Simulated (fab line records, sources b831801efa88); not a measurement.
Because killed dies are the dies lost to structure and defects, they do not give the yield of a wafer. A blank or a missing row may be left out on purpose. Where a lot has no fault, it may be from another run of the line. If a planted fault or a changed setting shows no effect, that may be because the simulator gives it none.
fab line records	flow sky130
[record] lots = 13	wafers = 39	last_day = 50
route steps=708 shown RES_XHIGH@336 SD_N@349 LI_CONTACT@381 LOCAL_INTERCONNECT@399
lots that met no fault: taken from a fault-free run of the same line
start_h: start of the lot's first displayed wafer, in hours after the record's first day	wait_h: time in hours since the lot's previous step	" same as the row above	L1.1+2: several wafers, shown together as one row	- no value present, or no start provided	* or withheld: withheld	< > ~ a bound
route shown NAME@n: a module of which the file shows steps, and the number in the route of the first	usual: mean and standard deviation over wafers with no fault	same: alike in all rows	chamber/n: place in a boat	sites: per-site readings	_std_site: standard deviation across them	_edge_site: outer sites' mean less inner sites'	radius_mm: for every site, how far away it sits from the centre of the wafer	mask NAME#n: copy n	behind: tool/chamber where the wafer was last shaped	hold: why the lot was held/for how many hours/how that ended	device: the n, p or np transistor that did not switch	end of line: the same wafers' tests at the end of the route	a step with no rows: only its recipe	killed: dies that structure and defects cost at the first sort, which is not the same as the wafer's yield	map: shows each die of a wafer: x if killed, . if not, _ if none is there
set.NAME: the setting the step ran with; set.NAME@STEP: the setting that earlier step ran with	model.NAME: the simulator's own value behind a step, which no gauge read
steps of the route over a sample of lots; a table a step, a row a wafer
services: when a tool's chamber went out of use (start_h, in hours from the record's first day, below 0 if earlier), for how many hours, and the reason
[[steps]]
[step SKY_RES_XHIGH_EXPOSE_04]
[recipe] mask_id = URPM	na = 0.6	source_shape = conventional	sigma_outer = 0.6	polarization = unpolarized	target_cd_nm = 1270	dose_mj = 140
lot.wafer	tool	chamber	start_h	wait_h	mask
L734.1+3+6	iline_stepper-02	0	609.28	-	URPM#0
L736.1+3+4	iline_stepper-01	0	621.53	-	URPM#0
L738.2+3+5	iline_stepper-02	0	660.09	-	URPM#0
L739.3+4+6	iline_stepper-01	0	660.84	-	URPM#0
L742.2+3+5	iline_stepper-02	0	670.88	-	URPM#0
L743.2+5+6	iline_stepper-01	0	680.20	-	NSDM#0
L750.3+4+6	iline_stepper-01	0	734.94	-	URPM#0
L752.3+5+6	iline_stepper-02	0	742.41	-	URPM#0
L754.1+5+6	iline_stepper-02	0	767.35	-	URPM#0
L753.1+2+6	iline_stepper-01	0	768.73	-	URPM#0
L755.3+5+6	iline_stepper-01	0	771.61	-	URPM#0
L756.1+3+4	iline_stepper-02	0	776.81	-	URPM#0
L757.1+3+5	iline_stepper-02	0	786.24	-	URPM#0
[step SKY_RES_XHIGH_TW_MEAS_09]
[usual] RES_XHIGH_TW = 1640/8.6
lot.wafer	tool	chamber	start_h	wait_h	RES_XHIGH_TW
L734.1	film_metro-02	-	623.33	0.1	1645
L734.3	"	-	"	"	1640
L734.6	"	-	"	"	1643
L736.1	film_metro-01	-	636.20	0.1	1646
L736.3	"	-	"	"	1645
L736.4	"	-	"	"	1650
L738.2	film_metro-02	-	674.06	0.1	1654
L738.3	"	-	"	"	1641
L738.5	"	-	"	"	1640
L739.3	film_metro-02	-	674.44	0.1	1637
L739.4	"	-	"	"	1643
L739.6	"	-	"	"	1643
L742.2	film_metro-02	-	684.48	0.1	1641
L742.3	"	-	"	"	1647
L742.5	"	-	"	"	1636
L743.2	film_metro-03	-	694.99	0.1	30
L743.5	"	-	"	"	30
L743.6	"	-	"	"	30
L750.3	film_metro-01	-	748.97	0.1	1646
L750.4	"	-	"	"	1651
L750.6	"	-	"	"	1648
L752.3	film_metro-03	-	756.29	0.1	1636
L752.5	"	-	"	"	1629
L752.6	"	-	"	"	1635
L754.1	film_metro-03	-	781.49	0.1	1631
L754.5	"	-	"	"	1638
L754.6	"	-	"	"	1620
L753.1	film_metro-01	-	782.14	0.1	1651
L753.2	"	-	"	"	1651
L753.6	"	-	"	"	1666
L755.3	film_metro-03	-	785.42	0.1	1631
L755.5	"	-	"	"	1625
L755.6	"	-	"	"	1633
L756.1	film_metro-03	-	790.72	0.1	1632
L756.3	"	-	"	"	1634
L756.4	"	-	"	"	1633
L757.1	film_metro-02	-	798.80	0.1	1632
L757.3	"	-	"	"	1633
L757.5	"	-	"	"	1628
[step SKY_SD_N_CD_MEAS_07]
[recipe] target_cd_nm = 380
[usual] cd_nm = 379.8/2.8
lot.wafer	tool	chamber	start_h	wait_h	cd_nm
L734.1	cd_sem-01	-	651.23	0.1	380.6
L734.3	"	-	"	"	382.5
L734.6	"	-	"	"	382.0
L736.1	cd_sem-02	-	664.53	0.1	378.3
L736.3	"	-	"	"	377.6
L736.4	"	-	"	"	378.1
L738.2	cd_sem-02	-	701.78	0.1	378.2
L738.3	"	-	"	"	378.2
L738.5	"	-	"	"	378.9
L739.3	cd_sem-01	-	701.96	0.1	379.1
L739.4	"	-	"	"	379.4
L739.6	"	-	"	"	382.9
L742.2	cd_sem-01	-	711.69	0.1	381.6
L742.3	"	-	"	"	381.6
L742.5	"	-	"	"	378.5
L743.2	cd_sem-01	-	722.59	0.1	377.8
L743.5	"	-	"	"	378.3
L743.6	"	-	"	"	379.1
L750.3	cd_sem-01	-	776.01	0.1	376.0
L750.4	"	-	"	"	378.0
L750.6	"	-	"	"	376.5
L752.3	cd_sem-01	-	783.01	0.1	379.0
L752.5	"	-	"	"	375.9
L752.6	"	-	"	"	377.9
L754.1	cd_sem-01	-	807.39	0.1	378.4
L754.5	"	-	"	"	378.8
L754.6	"	-	"	"	379.6
L753.1	cd_sem-01	-	808.87	0.1	386.3
L753.2	"	-	"	"	383.8
L753.6	"	-	"	"	383.8
L755.3	cd_sem-02	-	811.45	0.1	374.6
L755.5	"	-	"	"	376.6
L755.6	"	-	"	"	377.6
L756.1	cd_sem-02	-	816.69	0.1	375.3
L756.3	"	-	"	"	374.5
L756.4	"	-	"	"	376.2
L757.1	cd_sem-02	-	824.92	0.1	382.3
L757.3	"	-	"	"	382.2
L757.5	"	-	"	"	382.1
[step SKY_LI_CONTACT_SPUTTER_19]
[recipe] material = Ti	target_thk_nm = 20	chamber_pressure_pa = 5	power_w = 2500	substrate_temp_c = 200	time_s = 106.37
[usual] cathode_dc_power_W = 2500.1/0.47	throttle_valve_pct = 30.0/1.1
lot.wafer	tool	chamber	start_h	wait_h	cathode_dc_power_W	throttle_valve_pct
L734.1	pvd_sputter-03	-	682.01	0.0	2500.0	29.3
L734.3	"	-	"	"	2499.7	29.4
L734.6	"	-	"	"	2499.8	30.2
L736.1	pvd_sputter-03	-	695.06	0.0	2499.8	30.6
L736.3	"	-	"	"	2499.8	29.8
L736.4	"	-	"	"	2499.1	29.4
L738.2	pvd_sputter-04	-	732.01	0.0	2499.4	30.2
L738.3	"	-	"	"	2500.5	29.3
L738.5	"	-	"	"	2500.0	30.5
L739.3	pvd_sputter-02	-	732.35	0.0	2499.8	31.8
L739.4	"	-	"	"	2500.5	29.3
L739.6	"	-	"	"	2499.2	31.9
L742.2	pvd_sputter-02	-	741.76	0.0	2500.1	31.2
L742.3	"	-	"	"	2499.7	31.7
L742.5	"	-	"	"	2500.3	31.6
L743.2	pvd_sputter-02	-	752.20	0.0	2500.3	32.1
L743.5	"	-	"	"	2500.3	31.6
L743.6	"	-	"	"	2499.4	28.6
L750.3	pvd_sputter-02	-	804.58	0.0	2500.4	28.4
L750.4	"	-	"	"	2500.6	31.6
L750.6	"	-	"	"	2499.9	28.2
L752.3	pvd_sputter-03	-	811.69	0.0	2500.4	29.4
L752.5	"	-	"	"	2500.2	30.0
L752.6	"	-	"	"	2500.2	29.0
L754.1	pvd_sputter-03	-	836.16	0.0	2500.5	29.2
L754.5	"	-	"	"	2499.4	30.2
L754.6	"	-	"	"	2500.4	29.8
L753.1	pvd_sputter-04	-	837.66	0.0	2500.4	28.4
L753.2	"	-	"	"	2500.4	29.5
L753.6	"	-	"	"	2499.9	30.2
L755.3	pvd_sputter-03	-	839.73	0.0	2499.8	29.1
L755.5	"	-	"	"	2499.9	29.0
L755.6	"	-	"	"	2499.8	30.0
L756.1	pvd_sputter-02	-	845.64	0.0	2500.9	29.2
L756.3	"	-	"	"	2499.0	31.7
L756.4	"	-	"	"	2501.3	31.7
L757.1	pvd_sputter-04	-	853.09	0.0	2500.0	28.1
L757.3	"	-	"	"	2501.0	30.6
L757.5	"	-	"	"	2500.7	28.1
[step SKY_LOCAL_INTERCONNECT_OVL_MEAS_12]
[usual] LOCAL_INTERCONNECT_OVL = 4/5.2
lot.wafer	tool	chamber	start_h	wait_h	LOCAL_INTERCONNECT_OVL[nm]
L734.1	overlay-02	-	710.82	0.1	3
L734.3	"	-	"	"	6
L734.6	"	-	"	"	9
L736.1	overlay-02	-	724.23	0.1	9
L736.3	"	-	"	"	9
L736.4	"	-	"	"	1
L738.2	overlay-02	-	760.45	0.1	-4
L738.3	"	-	"	"	-12
L738.5	"	-	"	"	-5
L739.3	overlay-01	-	761.60	0.1	-4
L739.4	"	-	"	"	-3
L739.6	"	-	"	"	-3
L742.2	overlay-01	-	770.13	0.1	13
L742.3	"	-	"	"	7
L742.5	"	-	"	"	8
L743.2	overlay-01	-	779.93	0.1	3
L743.5	"	-	"	"	-4
L743.6	"	-	"	"	-5
L750.3	overlay-02	-	832.35	0.1	9
L750.4	"	-	"	"	4
L750.6	"	-	"	"	7
L752.3	overlay-02	-	838.75	0.1	5
L752.5	"	-	"	"	6
L752.6	"	-	"	"	8
L754.1	overlay-01	-	863.09	0.1	4
L754.5	"	-	"	"	4
L754.6	"	-	"	"	7
L753.1	overlay-01	-	864.43	0.1	2
L753.2	"	-	"	"	3
L753.6	"	-	"	"	4
L755.3	overlay-02	-	866.93	0.1	5
L755.5	"	-	"	"	5
L755.6	"	-	"	"	5
L756.1	overlay-01	-	872.37	0.1	11
L756.3	"	-	"	"	5
L756.4	"	-	"	"	4
L757.1	overlay-02	-	879.98	0.1	4
L757.3	"	-	"	"	4
L757.5	"	-	"	"	4
[[services]]
tool	chamber	start_h	hours	kind
iline_stepper-02	-	605.51	1.7	pm
pvd_sputter-04	-	608.54	6.2	repair
iline_stepper-02	-	631.29	4.4	pm
iline_stepper-01	-	637.08	1.7	pm
pvd_sputter-03	-	654.37	0.7	repair
pvd_sputter-03	2	707.06	-	consumable_replace:kit
pvd_sputter-03	2	707.06	18.0	scheduled_down
pvd_sputter-03	2	707.06	18.0	vent_cycle
pvd_sputter-04	-	761.69	1.8	repair
pvd_sputter-04	1	771.75	-	consumable_replace:kit
pvd_sputter-04	1	771.75	18.0	scheduled_down
pvd_sputter-04	1	771.75	18.0	vent_cycle
iline_stepper-01	-	784.60	6.2	repair
iline_stepper-01	-	796.79	8.9	pm
iline_stepper-02	-	820.99	2.1	pm
iline_stepper-02	-	823.07	-	consumable_replace:lamp
iline_stepper-02	-	823.77	1.7	pm
pvd_sputter-02	3	832.59	-	consumable_replace:kit
pvd_sputter-02	3	832.59	18.0	scheduled_down
pvd_sputter-02	3	832.59	18.0	vent_cycle
pvd_sputter-04	-	838.04	3.4	repair
[[key]]
[first_sign] step = SKY_RES_XHIGH_EXPOSE_04	reading = mask	direction = changed
[effect] step = SKY_RES_XHIGH_TW_MEAS_09	reading = RES_XHIGH_TW	direction = down	sigmas = 99+	usual = 1640	struck = 30
met_at SKY_RES_XHIGH_EXPOSE_04
struck_lots L743
sort_left_out L743.2,L743.5,L743.6
tester_left_out L743
not_acting_at SKY_SD_N_CD_MEAS_07,SKY_LI_CONTACT_SPUTTER_19,SKY_LOCAL_INTERCONNECT_OVL_MEAS_12
onset_between 660.84 680.20
[fault] kind = wrong_mask	tool = any	chamber = -	onset_h = 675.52	steps = SKY_RES_XHIGH_EXPOSE_04	aux_copy = NSDM#0	scope = struck_lots_only
// tester_left_out: of these lots the tester's yield and bins aren't shown, on N5 and GAA mostly nor the transistor test; their killed dies are dies lost to structure and defects alone, not to doping, threshold or leakage, so they don't give the yield
// sort_left_out: the simulated sort isn't trusted on such a fault, so these wafers' sort isn't shown, and their yield isn't known
